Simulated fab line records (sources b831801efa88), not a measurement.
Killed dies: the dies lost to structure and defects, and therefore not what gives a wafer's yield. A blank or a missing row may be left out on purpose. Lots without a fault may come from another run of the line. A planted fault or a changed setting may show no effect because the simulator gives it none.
Which tool is to blame?    flow gf180mcu    33 wafers from 11 lots sampled at 2 of the route's 602 steps

== WHAT EACH GAUGE READ, for each wafer ==
GF_MIM_THK_MEAS_11: measures by xrf.
lot   measured      on             MIM_ALCU_THK (nm)
L238  day 24 21:08  film_metro-01  203.4 201.7 203.8
L239  day 25 06:17  film_metro-03  201.7 200.5 202.2
L240  day 25 13:32  film_metro-01  202.4 200.7 200.8
L243  day 26 13:23  film_metro-02  206.3 205.4 206.1
L244  day 27 00:47  film_metro-02  201.9 201.2 203.0
L245  day 27 06:14  film_metro-03  206.9 207.0 205.4
L246  day 27 17:40  film_metro-02  203.4 200.9 203.3
L252  day 29 06:37  film_metro-02  200.7 199.8 203.5
L255  day 30 02:14  film_metro-01  201.3 206.8 206.4
L258  day 31 00:46  film_metro-01  199.8 202.6 200.8
L259  day 31 08:14  film_metro-03  199.3 200.7 199.5

== WHICH TOOL RAN EACH LOT (tool, then ch and the chambers of the sampled wafers, then the start) ==
lot   GF_MIM_SPUTTER_02
L238  pvd_sputter-04, day 24 20:44
L239  pvd_sputter-03, day 25 05:53
L240  pvd_sputter-04, day 25 13:07
L243  pvd_sputter-04, day 26 12:59
L244  pvd_sputter-03, day 27 00:21
L245  pvd_sputter-04, day 27 05:50
L246  pvd_sputter-02, day 27 17:16
L252  pvd_sputter-04, day 29 06:12
L255  pvd_sputter-02, day 30 01:50
L258  pvd_sputter-02, day 31 00:22
L259  pvd_sputter-02, day 31 07:50
- GF_MIM_SPUTTER_02: material AlCu, target thk 450 nm, time 23.9 s.

== THE ANSWER, worked out from the rows above alone ==
Rule: the lots themselves supply what counts as usual. The widest of any qualifying gaps counts: lots, ordered by their means at a reading, are off when they make up no more than a third of the lots, leave a main group of 4 or more, and stand apart from it by 3 or more times the standard deviation of that group's means. Not used: any main group whose means are identical at the precision the tables above print for the reading. Also off: a lot with no number at a reading for which 4 or more lots have one. Where the step has rows for the other lots, those lots are counted as sound.
No lot is off at any reading shown: from this, nothing can be told.

== WHAT THE SIMULATOR HAD INSERTED ==
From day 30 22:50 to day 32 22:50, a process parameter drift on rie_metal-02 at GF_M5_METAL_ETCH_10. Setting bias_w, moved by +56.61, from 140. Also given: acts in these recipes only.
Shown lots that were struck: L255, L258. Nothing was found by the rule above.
